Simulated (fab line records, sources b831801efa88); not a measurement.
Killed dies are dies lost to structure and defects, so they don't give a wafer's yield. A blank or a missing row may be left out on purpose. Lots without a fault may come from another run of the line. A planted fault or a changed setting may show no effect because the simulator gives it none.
A struck lot beside a sound one | flow sky130 | 26 steps out of a route of 708
Sound: wafers L382.2, L382.4, L382.5. Struck: wafers L380.2, L380.3, L380.4. The cause comes at the end.
At each step with rows: each side's tool, then ch and its chambers, then its first start. Under that, the readings that differ: sound wafers | struck wafers | difference of the means | sigmas: that difference in standard deviations of wafers without a fault.
alike: readings whose means differ by less than 2 such deviations, and words and numbers that are the same on both sides. not compared: withheld readings, readings that some wafer has no value for, bounds like >300 that may hide the same value, and numbers for which the record gives no deviation and whose values overlap.
The two part at a step that has a row with sigmas, a row that says differs or no value, or rows on one side only. Numbers that don't overlap but have no deviation are shown without sigmas and don't part them. A reading that every wafer of one side lacks parts them only if that side has two wafers or more.

first, 6 steps without rows for these wafers: SKY_SD_N_IMPLANT_10; SKY_SD_N_STRIP_11 (strips in O2/N2); SKY_SD_N_CLEAN_13 (cleans in SC1/SC2, time 150 s); SKY_SD_N_RTA_14 (time 2 s); SKY_SALICIDE_CLEAN_00 (cleans in HF-last, time 30 s); SKY_LI_CONTACT_HDPCVD_00 (deposits PSG, target thk 930 nm, time 155 s).
SKY_LI_CONTACT_CMP_02: polishes PSG.
  sound on cmp-01 ch 0,1,3, day 32 00:20; struck on cmp-02 ch 1,2,3, day 31 07:20
  no value came back on the struck wafers for any of 5 readings (edge_zone_pressure_frac, head_pressure_psi (psi) and others); on the sound wafers edge_zone_pressure_frac reads 1.002 0.992 0.993
  reading                                       | sound             | struck          | difference | sigmas
  model.PSG_of_LI_CONTACT_HDPCVD_00.thk_nm (nm) | 597.5 596.5 597.8 | 917.9 931.2 925 | +327.4     |
SKY_LI_CONTACT_BOW_MEAS_03:
  sound on film_metro-03, day 32 00:33; struck on film_metro-03, day 31 07:40
  alike: LI_CONTACT_BOW
then, 9 steps without rows for these wafers: SKY_LI_CONTACT_DEHYDRATE_04 (time 60 s); SKY_LI_CONTACT_HMDS_05 (prime time 60 s); SKY_LI_CONTACT_COAT_06 (resist thk 60 nm); SKY_LI_CONTACT_COAT_07 (resist thk 450 nm); SKY_LI_CONTACT_SOFTBAKE_08 (time 90 s); SKY_LI_CONTACT_EXPOSE_09 (exposes mask LICM1, target cd 170 nm); SKY_LI_CONTACT_PEB_10; SKY_LI_CONTACT_DEVELOP_11 (develop time 60 s); SKY_LI_CONTACT_ETCH_14 (etches BARC in N2/H2, stops on SiO2, time 45.9 s, target depth 60 nm).
SKY_LI_CONTACT_ETCH_15: etches PSG in C4F8/O2/Ar, stops on Si, target depth 600 nm.
  sound on rie_diel-01 ch 0,1,2, day 33 03:36; struck on rie_diel-01 ch 0,1,3, day 32 11:09
  reading                                | sound             | struck            | difference | sigmas
  oes_product_au (a.u.)                  | 0.850 0.837 0.840 | 1.658 1.651 1.637 | +0.806     | +99 or more
  model.etch.depth_nm (nm)               | 597.5 596.5 597.8 | 825.6 821.9 815.7 | +223.8     |
  model.LI_CONTACT.feature_depth_nm (nm) | 597.5 596.5 597.8 | 825.6 821.9 815.7 | +223.8     |
then, 6 steps without rows for these wafers: SKY_LI_CONTACT_STRIP_16 (strips in O2/N2); SKY_LI_CONTACT_CLEAN_17 (cleans in NMP, time 600 s); SKY_LI_CONTACT_PRE_CLEAN_18 (time 5.6 s); SKY_LI_CONTACT_SPUTTER_19 (material Ti, target thk 20 nm, time 106.37 s); SKY_LI_CONTACT_SPUTTER_20 (material TiN, target thk 20 nm, time 80 s); SKY_LI_CONTACT_CVD_21 (deposits W, target thk 400 nm, time 120.56 s).
SKY_LI_CONTACT_CMP_24: polishes, stops on PSG, t overpolish 20 s, target thk 0 nm.
  sound on cmp-02 ch 2,3, day 33 04:26; struck on cmp-01 ch 0,1,3, day 32 11:59
  reading                                       | sound           | struck            | difference | sigmas
  model.PSG_of_LI_CONTACT_HDPCVD_00.thk_nm (nm) | 588.1 587 588.3 | 908.4 921.7 915.6 | +327.4     |
  alike: edge_zone_pressure_frac, head_pressure_psi, motor_current_A, platen_rpm
-- the record jumps here: 16 days lie between the struck wafers' starts before and after (it left off in module LI_CONTACT and takes up again in module PAD_OPEN, whose first step shown is number 708 of the route) --
SKY_PAD_OPEN_PROBE_99:
  sound on prober-02, day 48 15:15; struck on prober-02, day 48 01:02
  reading            | sound    | struck      | difference | sigmas
  killed_at_contacts | 28 32 28 | 447 430 430 | +406       | +73
  killed_dies        | 90 87 91 | 492 492 492 | +403       | +44
  killed_on_rim      | 20 17 20 | 96 96 96    | +77        | +21
  killed_short       | 46 42 40 | 31 33 28    | -12        | -2
  alike: killed_at_M0_to_M3, killed_at_M4_up, killed_at_front_end, killed_at_other, killed_open

WHERE THEY PART
First at SKY_LI_CONTACT_CMP_02; last, within this record, at SKY_PAD_OPEN_PROBE_99.

WHY: what the simulator had put in
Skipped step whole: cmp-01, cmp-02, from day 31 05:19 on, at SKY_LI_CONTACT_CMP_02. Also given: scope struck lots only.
